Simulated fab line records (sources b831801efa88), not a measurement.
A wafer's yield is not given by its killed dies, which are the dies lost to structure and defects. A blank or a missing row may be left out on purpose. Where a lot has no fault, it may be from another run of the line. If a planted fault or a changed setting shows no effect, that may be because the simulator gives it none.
Split-lot study	flow sky130	route with 708 steps; 5 lots, 23 wafers read

== ABOUT THE SPLIT ==
At SKY_METAL1_SPUTTER_02 (material AlCu, target thk 250 nm, time 13.3 s), the setting power w was moved away from the recipe's 10600 W on 4 of the 23 wafers read, by -9.8% to -6.5%. The other wafers ran this setting at the recipe's value.

== FROM THE SPLIT TO THE READING: what the file shows between them, 3 steps ==
- SKY_METAL1_SPUTTER_03: material Ti, target thk 5 nm, time 3.3 s
- SKY_METAL1_SPUTTER_04: material TiN, target thk 70 nm, time 58.3 s
- SKY_METAL1_RS_MEAS_05: measures by four-point-probe

== THE READING ==
METAL1_ALCU_THK, in nm, at SKY_METAL1_THK_MEAS_06 (measures by xrf). A value of 245 nm with a standard deviation of 3 nm is what fault-free wafers of this fab line usually give.

wafer	tool, chamber at the split	power w as run, W	against the recipe	METAL1_ALCU_THK, nm	against lot-mates on the recipe
L074.1	pvd sputter-03, -	9914	-6.5%	234	-12
L074.2	pvd sputter-03, -	9914	-6.5%	229	-17
L074.3	pvd sputter-03, -	10600	recipe	247	-
L074.4	pvd sputter-03, -	10600	recipe	245	-
L074.5	pvd sputter-03, -	10600	recipe	245	-
L075.1	pvd sputter-01, -	10600	recipe	247	-
L075.4	pvd sputter-01, -	10600	recipe	247	-
L075.5	pvd sputter-01, -	10600	recipe	245	-
L077.1	pvd sputter-03, -	10600	recipe	245	-
L077.2	pvd sputter-03, -	10600	recipe	245	-
L077.4	pvd sputter-03, -	10600	recipe	248	-
L077.5	pvd sputter-03, -	10600	recipe	245	-
L077.6	pvd sputter-03, -	10600	recipe	248	-
L080.2	pvd sputter-04, -	9562	-9.8%	220	-24
L080.3	pvd sputter-04, -	10600	recipe	244	-
L080.4	pvd sputter-04, -	9562	-9.8%	221	-23
L080.5	pvd sputter-04, -	10600	recipe	243	-
L080.6	pvd sputter-04, -	10600	recipe	244	-
L084.1	pvd sputter-03, -	10600	recipe	247	-
L084.2	pvd sputter-03, -	10600	recipe	240	-
L084.3	pvd sputter-03, -	10600	recipe	246	-
L084.5	pvd sputter-03, -	10600	recipe	242	-
L084.6	pvd sputter-03, -	10600	recipe	245	-

THE FIT
A straight line over all 23 wafers: METAL1_ALCU_THK changes by +2.4 nm for each +1% of power w; r = +0.97; the points scatter about the line by 2.2 nm.
The same after taking each lot's own level away (the mean of its wafers on the recipe; 23 wafers): +2.32 nm for each +1%; r = +0.97; scatter 1.8 nm.
According to that fit, moving power w by its largest amount changes the reading by 23 nm.
The span of the lots' own levels, 243.7 to 246.3 nm, comes to 0.9 times the standard deviation stated above.
The two slopes are in agreement: the lot-to-lot level therefore moves the slope only a little.
Check: for one of the wafers moved furthest among these (-9.8%), held out of the fit, the line's prediction against its lot-mates is -22.1 nm. It came out at -23.7 nm against them.

== OTHER SPLITS ON THESE WAFERS ==
Other splits were also applied to these wafers ahead of the reading. Each is held against what the fit with the lots' levels taken away leaves over:
other split on the same wafers	wafers away from the commonest value	r with METAL1_ALCU_THK (lot level and that fit taken away)
SKY_CONTACT_HDPCVD_02 sih4 flow sccm	10	-0.21
SKY_METAL1_SPUTTER_01 power w	8	+0.13

== THE WHOLE CHAIN: every reading that the file lists as answering this split, in the file's order ==
step	what it does	reading	change (the file's fit)	r (the file's)
SKY_METAL1_SPUTTER_02	material AlCu, target thk 250 nm, time 13.3 s	AlCu_of_METAL1_SPUTTER_02.thk nm (the simulator's own value, which no gauge read)	+2.35 nm for each +1% of the setting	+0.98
SKY_METAL1_RS_MEAS_05	measures by four-point-probe	METAL1_ALCU_RS	-0.00137 for each +1% of the setting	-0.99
SKY_METAL1_THK_MEAS_06	measures by xrf	METAL1_ALCU_THK	+2.3 for each +1% of the setting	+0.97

== THE FILE'S OWN FIT ==
METAL1_ALCU_THK changes by +2.3 nm for each +1% of power w, r = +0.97.
